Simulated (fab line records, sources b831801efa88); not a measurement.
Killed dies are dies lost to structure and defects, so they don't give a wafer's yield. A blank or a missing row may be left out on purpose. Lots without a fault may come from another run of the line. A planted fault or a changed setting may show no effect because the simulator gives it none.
Which tool did it? | flow sky130 | 14 lots, 42 wafers sampled, at 5 steps of a route of 708

WHAT THE GAUGES READ, wafer by wafer
SKY_FIELD_ISO_THK_MEAS_25.
lot  | measured    | on            | FIELD_ISO_CVD_24_THK (nm)
L614 | day 2 08:57 | film_metro-02 | 596 602 595
L615 | day 2 14:11 | film_metro-03 | 591 607 601
L616 | day 2 19:06 | film_metro-04 | 607 596 594
L617 | day 3 01:28 | film_metro-02 | 589 593 597
L618 | day 3 05:51 | film_metro-02 | 594 588 590
L620 | day 3 15:54 | film_metro-03 | 608 601 600
L621 | day 3 19:15 | film_metro-02 | 583 591 594
L622 | day 4 03:49 | film_metro-02 | 602 606 601
L630 | day 5 21:47 | film_metro-02 | 586 592 592
L631 | day 6 04:44 | film_metro-02 | 590 584 590
L632 | day 6 05:56 | film_metro-03 | 592 590 592
L633 | day 6 10:46 | film_metro-03 | 599 604 600
L634 | day 6 17:37 | film_metro-02 | 588 581 589
L636 | day 7 04:37 | film_metro-04 | 606 604 597

SKY_PWDE_OVL_MEAS_07.
lot  | measured    | on         | PWDE_OVL (nm)
L614 | day 4 01:05 | overlay-01 | 5.1 3.6 4.2
L615 | day 4 05:30 | overlay-02 | -0.9 1.2 -1.0
L616 | day 4 10:48 | overlay-02 | 2.6 2.9 3.7
L617 | day 4 18:43 | overlay-02 | 1.3 -2.1 -1.0
L618 | day 5 01:30 | overlay-02 | 2.0 3.7 2.8
L620 | day 5 08:02 | overlay-02 | 1.2 2.5 0.5
L621 | day 5 16:02 | overlay-01 | 3.3 3.4 3.5
L622 | day 5 23:00 | overlay-01 | 2.3 0.9 4.0
L630 | day 7 20:26 | overlay-01 | 0.2 2.1 1.2
L631 | day 8 00:49 | overlay-02 | -1.4 1.4 -2.6
L632 | day 8 02:28 | overlay-02 | 2.7 2.4 0.4
L633 | day 8 08:43 | overlay-02 | 0.0 -0.9 -0.8
L634 | day 8 17:06 | overlay-02 | 2.6 1.9 3.5
L636 | day 9 02:44 | overlay-01 | 2.0 -1.0 -2.0

SKY_VT_ADJUST_HVTP_TW_MEAS_11.
lot  | measured     | on            | VT_ADJUST_HVTP_TW
L614 | day 6 11:31  | film_metro-04 | 1357 1358 1356
L615 | day 6 14:58  | film_metro-04 | 1361 1363 1356
L616 | day 6 21:26  | film_metro-01 | 1673 1676 1672
L617 | day 7 04:44  | film_metro-01 | 1340 1343 1341
L618 | day 7 11:52  | film_metro-03 | 1361 1366 1353
L620 | day 7 20:13  | film_metro-03 | 1691 1690 1705
L621 | day 8 03:45  | film_metro-01 | 1351 1360 1360
L622 | day 8 11:47  | film_metro-03 | 1696 1681 1690
L630 | day 10 16:08 | film_metro-04 | 1357 1356 1349
L631 | day 10 18:46 | film_metro-03 | 1346 1352 1346
L632 | day 10 22:38 | film_metro-03 | 1350 1348 1348
L633 | day 11 03:36 | film_metro-03 | 1359 1354 1352
L634 | day 11 13:22 | film_metro-03 | 1361 1350 1351
L636 | day 12 01:11 | film_metro-01 | 1340 1342 1347

SKY_VT_ADJUST_LVTN_TW_MEAS_21.
lot  | measured     | on            | VT_ADJUST_LVTN_2_TW
L614 | day 8 02:21  | film_metro-04 | 189.4 189.6 188.6
L615 | day 8 07:01  | film_metro-02 | 188.6 189.9 189.6
L616 | day 8 13:23  | film_metro-04 | 188.7 188.7 189.0
L617 | day 8 20:50  | film_metro-02 | 189.2 189.0 189.7
L618 | day 9 05:50  | film_metro-01 | 187.9 187.9 186.5
L620 | day 9 15:50  | film_metro-02 | 188.4 189.2 190.0
L621 | day 9 22:41  | film_metro-04 | 189.0 188.8 188.6
L622 | day 10 06:34 | film_metro-02 | 188.8 189.2 188.4
L630 | day 12 15:28 | film_metro-02 | 188.6 189.7 189.2
L631 | day 12 19:29 | film_metro-01 | 185.8 186.3 186.4
L632 | day 12 22:19 | film_metro-02 | 188.8 189.1 189.2
L633 | day 13 05:05 | film_metro-01 | 187.0 185.4 186.0
L634 | day 13 16:35 | film_metro-02 | 190.1 189.9 190.3
L636 | day 14 04:00 | film_metro-02 | 188.5 189.1 189.5

WHICH TOOL RAN EACH LOT (tool, then ch and the chambers of the sampled wafers, then the start)
lot  | SKY_VT_ADJUST_HVTP_IMPLANT_09
L614 | implanter-04 ch 0, day 6 11:17
L615 | implanter-04 ch 0, day 6 14:43
L616 | implanter-03 ch 0, day 6 20:52
L617 | implanter-03 ch 0, day 7 04:29
L618 | implanter-04 ch 0, day 7 11:37
L620 | implanter-03 ch 0, day 7 19:41
L621 | implanter-04 ch 0, day 8 03:32
L622 | implanter-03 ch 0, day 8 11:14
L630 | implanter-02 ch 0, day 10 15:54
L631 | implanter-04 ch 0, day 10 18:31
L632 | implanter-02 ch 0, day 10 22:25
L633 | implanter-04 ch 0, day 11 03:19
L634 | implanter-03 ch 0, day 11 13:07
L636 | implanter-03 ch 0, day 12 00:58
- SKY_VT_ADJUST_HVTP_IMPLANT_09

WHAT THE TOOLS THEMSELVES READ (means of the sampled wafers that have a number; where no wafer has one, the mark that the record gives instead)
The record holds no such reading with a usual standard deviation.

THE ANSWER, worked out from the rows above alone
Rule: what is usual is taken from the lots themselves. Put in order of their means at a reading, lots are off if they are a third of the lots or fewer, leave a main group of 4 or more, and stand apart from it by a gap of 3 or more times the standard deviation of the main group's means; of several such gaps the widest counts. A main group whose means are all the same, to the digits that the tables above print for the reading, isn't used. A lot without any number at a reading at which 4 lots or more have one is off too. The other lots that the step has rows for count as sound. The gauges are gone through in route order, then the tools' own readings, and for those a lot's mean is taken as printed above. The first step at which some lot is off is used, and at that step the reading that is off furthest; a lot without a number counts as furthest.
Off: L616, L620, L622, at SKY_VT_ADJUST_HVTP_TW_MEAS_11 (VT_ADJUST_HVTP_TW). The main group: mean 1353, standard deviation 6.1.
A tool fits if, at a process step before that reading, it ran every lot that is off, and no sound lot after the first of them. The gauges at SKY_VT_ADJUST_HVTP_TW_MEAS_11 are tried like those tools. None of those tried fits.

WHAT THE SIMULATOR HAD PUT IN
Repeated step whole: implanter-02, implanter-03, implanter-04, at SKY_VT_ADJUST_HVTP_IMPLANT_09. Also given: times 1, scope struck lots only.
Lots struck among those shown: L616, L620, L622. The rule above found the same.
